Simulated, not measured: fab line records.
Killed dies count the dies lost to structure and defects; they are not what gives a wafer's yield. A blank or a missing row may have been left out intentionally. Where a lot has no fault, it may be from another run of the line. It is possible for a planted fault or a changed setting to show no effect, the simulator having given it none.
Split-lot study || flow sfq line || 11 wafers read across 5 lots, on a route 325 steps long

== THE SPLIT ==
At SFQ_TRILAYER_M2_LITHO_COAT_062 (resist thk 62 nm), the setting spin rpm was moved away from the recipe's 3000 rpm on 4 of the 11 wafers read, by -6.2% to +2.0%. For the rest of the wafers, this setting stayed at what the recipe calls for.

== FROM THE SPLIT TO THE READING: what the file shows between them, 3 steps ==
- SFQ_TRILAYER_M2_LITHO_COAT_057: resist thk 600 nm
- SFQ_TRILAYER_M2_LITHO_SOFTBAKE_061
- SFQ_TRILAYER_M2_LITHO_DEVELOP_059: time 60 s

== THE READING ==
etch.depth nm (the simulator's own value, which no gauge read), in nm, at SFQ_TRILAYER_M2_BARC_OPEN_METAL_ETCH_077 (etches BARC in O2, target depth 125 nm, time 41.7 s). No usual value for it is given in the file. Here, 7 wafers ran the recipe; their average is 62.17 nm with a standard deviation of 0.089 nm.

{"wafer": "L080.2", "tool, chamber at the split": "litho track-03, 0", "spin rpm as run, rpm": 2815, "against the recipe": "-6.2%", "etch.depth nm, nm": 64.07, "against lot-mates on the recipe": "+2.07"}
{"wafer": "L080.3", "tool, chamber at the split": "litho track-03, 0", "spin rpm as run, rpm": 3000, "against the recipe": "recipe", "etch.depth nm, nm": 62, "against lot-mates on the recipe": "-"}
{"wafer": "L081.1", "tool, chamber at the split": "litho track-03, 0", "spin rpm as run, rpm": 3000, "against the recipe": "recipe", "etch.depth nm, nm": 62.15, "against lot-mates on the recipe": "-"}
{"wafer": "L081.2", "tool, chamber at the split": "litho track-03, 0", "spin rpm as run, rpm": 3000, "against the recipe": "recipe", "etch.depth nm, nm": 62.26, "against lot-mates on the recipe": "-"}
{"wafer": "L081.3", "tool, chamber at the split": "litho track-03, 0", "spin rpm as run, rpm": 3000, "against the recipe": "recipe", "etch.depth nm, nm": 62.13, "against lot-mates on the recipe": "-"}
{"wafer": "L082.1", "tool, chamber at the split": "litho track-03, 0", "spin rpm as run, rpm": 3000, "against the recipe": "recipe", "etch.depth nm, nm": 62.28, "against lot-mates on the recipe": "-"}
{"wafer": "L082.2", "tool, chamber at the split": "litho track-03, 0", "spin rpm as run, rpm": 3000, "against the recipe": "recipe", "etch.depth nm, nm": 62.13, "against lot-mates on the recipe": "-"}
{"wafer": "L084.5", "tool, chamber at the split": "litho track-02, 0", "spin rpm as run, rpm": 3059, "against the recipe": "+2.0%", "etch.depth nm, nm": 61.47, "against lot-mates on the recipe": "no lot-mate on the recipe"}
{"wafer": "L085.2", "tool, chamber at the split": "litho track-01, 0", "spin rpm as run, rpm": 2884, "against the recipe": "-3.9%", "etch.depth nm, nm": 63.38, "against lot-mates on the recipe": "+1.16"}
{"wafer": "L085.3", "tool, chamber at the split": "litho track-01, 0", "spin rpm as run, rpm": 2884, "against the recipe": "-3.9%", "etch.depth nm, nm": 63.47, "against lot-mates on the recipe": "+1.25"}
{"wafer": "L085.6", "tool, chamber at the split": "litho track-01, 0", "spin rpm as run, rpm": 3000, "against the recipe": "recipe", "etch.depth nm, nm": 62.22, "against lot-mates on the recipe": "-"}

THE FIT
A straight line over all 11 wafers: etch.depth nm changes by -0.319 nm for each +1% of spin rpm; r = -0.99; the points scatter about the line by 0.087 nm.
The same after taking each lot's own level away (the mean of its wafers on the recipe; 10 wafers): -0.326 nm for each +1%; r = -1.00; scatter 0.066 nm.
Per that fit: largest spin rpm move, reading shift of 2 nm.
Across the lots, their own levels run from 62.000 to 62.220 nm, a range of 2.5 times the standard deviation given above.
The two slopes agree, so the slope changes little with the lot-to-lot level.
Check: +1.92 nm against its lot-mates is what the line predicts for one of the wafers moved furthest among these (-6.2%) when that wafer is left out of the fit. It came out at +2.07 nm against them.

== FURTHER SPLITS ON THESE WAFERS ==
Note: prior to the reading, these wafers also went through further splits. Each is held against what the fit with the lots' levels taken away leaves over:
{"other split on the same wafers": "SFQ_TRILAYER_I1_VIA_LITHO_COAT_049 spin rpm", "wafers away from the commonest value": 4, "r with etch.depth nm (lot level and that fit taken away)": "+0.27"}
{"other split on the same wafers": "SFQ_TRILAYER_I1_VIA_BARC_OPEN_VIA_ETCH_071 source w", "wafers away from the commonest value": 3, "r with etch.depth nm (lot level and that fit taken away)": "+0.21"}

== THE WHOLE CHAIN: every reading that the file lists as answering this split, in the file's order ==
{"step": "SFQ_TRILAYER_M2_LITHO_COAT_062", "what it does": "resist thk 62 nm", "reading": "BARC_of_TRILAYER_M2_LITHO_COAT_062.thk nm (the simulator's own value, which no gauge read)", "change (the file's fit)": "-0.344 nm for each +1% of the setting", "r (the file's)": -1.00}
{"step": "SFQ_TRILAYER_M2_BARC_OPEN_METAL_ETCH_077", "what it does": "etches BARC in O2, target depth 125 nm, time 41.7 s", "reading": "etch.depth nm (the simulator's own value, which no gauge read)", "change (the file's fit)": "-0.327 nm for each +1% of the setting", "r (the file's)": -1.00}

== FILE'S OWN FIT ==
etch.depth nm changes by -0.327 nm for each +1% of spin rpm, r = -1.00.
